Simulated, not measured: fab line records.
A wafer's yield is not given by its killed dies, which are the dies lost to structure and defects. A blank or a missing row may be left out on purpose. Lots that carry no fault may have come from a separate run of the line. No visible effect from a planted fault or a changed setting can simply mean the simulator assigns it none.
One fault seen from 2 desks | flow gf180mcu | each desk has only its own numbers; what lay behind them comes last

## THE METROLOGY DESK
Lot by lot, what the gauges showed, no matter which tool ran the lot: averages of those sampled wafers that carry a number. The brackets show how far a lot's mean lies from the usual mean; more than 4 standard deviations puts the lot out of limits, marked OUT.
Columns: A = V3_BOW at GF_V3_BOW_MEAS_05, usual 116 um
lot  | first seen here | A
L575 | day 21 20:05    | 106
L576 | day 22 05:10    | 128
L577 | day 22 13:24    | 102
L578 | day 23 00:57    | 112
L580 | day 23 17:53    | 123
L582 | day 24 08:23    | 111
L583 | day 25 00:07    | 110
L584 | day 25 01:18    | 109
L585 | day 25 05:14    | 123
L588 | day 26 19:34    | 103
L592 | day 27 16:13    | 124
L593 | day 28 05:09    | 112
L595 | day 28 15:07    | 125
L596 | day 28 16:22    | 116
L597 | day 28 19:19    | 124
This desk's verdict: no lot among the 15 shows anything out of limits.

## AT THE TOOL OWNER'S DESK: pvd_sputter-03
The tool's own readings at GF_V3_SPUTTER_21 (material Ti, target thk 15 nm, time 80.02 s): means of the sampled wafers that have a number, for each lot that ran on this tool. The brackets show how far a lot's mean lies from the usual mean; more than 4 standard deviations puts the lot out of limits, marked OUT.
Columns: A = cathode_dc_power_W at GF_V3_SPUTTER_21, usual 2500.0 W; B = chamber_pressure_pa at GF_V3_SPUTTER_21, usual 5.000 Pa; C = throttle_valve_pct at GF_V3_SPUTTER_21, usual 30.5 %
lot  | first seen here | A      | B     | C
L578 | day 24 00:47    | 2500.0 | 4.996 | 31.6
L580 | day 24 16:52    | 2499.4 | 5.002 | 30.8
L588 | day 27 16:38    | 2499.5 | 5.001 | 30.3
L595 | day 29 11:15    | 2500.1 | 4.998 | 30.7
L596 | day 29 12:27    | 2499.7 | 4.996 | 30.7
This desk's verdict: no lot among the 5 shows anything out of limits.

## BROUGHT TOGETHER
From the metrology desk's view, nothing was out of limits.
The desk of the tool owner found nothing out of limits.

## WHAT THE SIMULATOR HAD PUT IN
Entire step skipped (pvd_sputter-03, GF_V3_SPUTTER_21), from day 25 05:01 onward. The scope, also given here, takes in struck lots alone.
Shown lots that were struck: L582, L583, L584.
